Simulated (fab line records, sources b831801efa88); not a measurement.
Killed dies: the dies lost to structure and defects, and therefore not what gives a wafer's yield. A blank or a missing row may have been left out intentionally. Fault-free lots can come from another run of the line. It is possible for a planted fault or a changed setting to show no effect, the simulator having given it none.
Matching of chambers :: flow sky130 :: rie diel-03 running SKY_VIA1_ETCH_15: 4 sister chambers
The step etches SiO2 in C4F8/O2/Ar, stops on TiN, target depth 351 nm, time 54 s. 4 wafers are shown with their chamber, then 12 later ones without.

EACH WAFER AND ITS CHAMBER
wafer: L080.2
chamber: 0
oes product au (a.u.): 0.987

wafer: L088.1
chamber: 1
oes product au (a.u.): 0.976

wafer: L088.2
chamber: 2
oes product au (a.u.): 0.977

wafer: L088.3
chamber: 3
oes product au (a.u.): 0.985

WAFERS MISSING THEIR CHAMBER
wafer: L090.3
oes product au (a.u.): 0.990

wafer: L090.5
oes product au (a.u.): 0.984

wafer: L090.6
oes product au (a.u.): 0.987

wafer: L093.1
oes product au (a.u.): 0.985

wafer: L093.3
oes product au (a.u.): 0.990

wafer: L093.4
oes product au (a.u.): 0.980

wafer: L094.1
oes product au (a.u.): 0.988

wafer: L094.3
oes product au (a.u.): 0.980

wafer: L094.6
oes product au (a.u.): 0.982

wafer: L096.2
oes product au (a.u.): 0.982

wafer: L096.3
oes product au (a.u.): 0.980

wafer: L096.6
oes product au (a.u.): 0.982

WHICH CHAMBER EACH ONE RAN IN
wafer: L090.3
from the rows above: can't be placed: 0 or 3
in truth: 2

wafer: L090.5
from the rows above: can't be placed: 3 or 0
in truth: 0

wafer: L090.6
from the rows above: can't be placed: 0 or 3
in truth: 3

wafer: L093.1
from the rows above: can't be placed: 3 or 0
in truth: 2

wafer: L093.3
from the rows above: can't be placed: 0 or 3
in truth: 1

wafer: L093.4
from the rows above: can't be placed: 2 or 1 or 3 or 0
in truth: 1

wafer: L094.1
from the rows above: can't be placed: 0 or 3
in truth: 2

wafer: L094.3
from the rows above: can't be placed: 2 or 1 or 3 or 0
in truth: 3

wafer: L094.6
from the rows above: can't be placed: 3 or 0 or 2 or 1
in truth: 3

wafer: L096.2
from the rows above: can't be placed: 3 or 0 or 2 or 1
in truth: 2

wafer: L096.3
from the rows above: can't be placed: 2 or 1 or 3 or 0
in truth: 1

wafer: L096.6
from the rows above: can't be placed: 3 or 0 or 2 or 1
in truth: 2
Correct placement for 0 of the 12. These rows do not allow placing 12 (true chamber among the candidates in 8). Wrongly placed: 0.
How it was worked out, from the rows above alone: a wafer's distance from a chamber is the root of the sum, over the readings, of the square of ((its reading less the chamber's mean) divided by the reading's scatter). The wafer belongs to the nearest chamber; if the next one is less than 2 further off, it can't be placed. The mean given for a chamber averages the wafers shown for that chamber. The scatter (one wafer shown for each chamber): square how far every hidden wafer sits from the nearest shown wafer, average those squares and take the square root.
